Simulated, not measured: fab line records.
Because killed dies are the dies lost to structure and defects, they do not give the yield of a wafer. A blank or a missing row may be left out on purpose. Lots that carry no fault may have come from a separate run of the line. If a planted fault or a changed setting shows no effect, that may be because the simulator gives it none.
A struck lot beside a sound one || flow sky130 || 14 steps out of a route of 708
Sound: the wafers L761.2, L761.3, L761.6. Struck: wafers L758.1, L758.2, L758.5. The cause is named last.
At each step with rows: each side's tool, then ch and its chambers, then its first start. Under that, the readings that differ: sound wafers || struck wafers || difference of the means || sigmas: that difference in standard deviations of wafers without a fault.
alike: words and numbers the same on both sides, and readings whose means are apart by under 2 such deviations; not compared: readings that were withheld, readings missing a value for some wafer, numbers with overlapping values and no deviation given by the record, and bounds like >300 which may hide the same value.
The two part at a step that has a row with sigmas, a row that says differs or no value, or rows on one side only. Numbers that don't overlap but have no deviation are shown without sigmas and don't part them. A reading missing from all wafers of one side parts the sides only when that side holds two or more wafers.

SKY_FIELD_ISO_CMP_27: polishes, stops on Si3N4, t overpolish 16 s, target thk 457.8 nm.
  sound on cmp-01 ch 1,3, day 5 03:52; struck on cmp-02 ch 0,1,3, day 4 05:03
{"reading": "time-to-endpoint-s (s)", "sound": "116 109 116", "struck": "121 120 127", "difference": "+9", "sigmas": "+2"}
  alike: motor-current-A, overpolish-run-s
then, 5 steps without rows for these wafers: SKY_FIELD_ISO_WET_ETCH_28 (etches SiO2 in dHF, target depth 23.7 nm, time 47 s); SKY_FIELD_ISO_WET_ETCH_29 (etches Si3N4 in H3PO4, target depth 160 nm, time 1825 s); SKY_FIELD_ISO_WET_ETCH_30 (etches SiO2 in dHF, target depth 25 nm, time 50 s); SKY_NWELL_CLEAN_00 (cleans in SC1/SC2, time 150 s); SKY_NWELL_OXIDATION_01 (stabilise 600 s, purge 300 s, target thk 10 nm).
SKY_NWELL_THK_MEAS_02:
  sound on film-metro-04 at day 5 07:21; struck on film-metro-02 at day 4 07:22
  alike: NWELL_OXIDATION_THK
then, 5 steps without rows for these wafers: SKY_DNWELL_DEHYDRATE_00 (time 60 s); SKY_DNWELL_HMDS_01 (prime time 60 s); SKY_DNWELL_COAT_02 (resist thk 3000 nm); SKY_DNWELL_SOFTBAKE_03; SKY_DNWELL_EXPOSE_04 (exposes mask DNM, target cd 3000 nm).
SKY_DNWELL_PEB_05:
  struck on litho-track-04, day 5 00:00; sound on litho-track-04 ch 0, day 6 01:00
  no value came back on the struck wafers for chill-plate-temp-C (C), exhaust-pa (Pa), resist-line-temp-C (C); on the sound wafers chill-plate-temp-C (C) reads 23.06 23.03 23.01
then, 1 step without rows for these wafers: SKY_DNWELL_DEVELOP_06 (develop time 60 s).

## WHERE THEY PART
At SKY_FIELD_ISO_CMP_27 first; at SKY_DNWELL_PEB_05 last (within this record only).

WHY: the cause the simulator had injected
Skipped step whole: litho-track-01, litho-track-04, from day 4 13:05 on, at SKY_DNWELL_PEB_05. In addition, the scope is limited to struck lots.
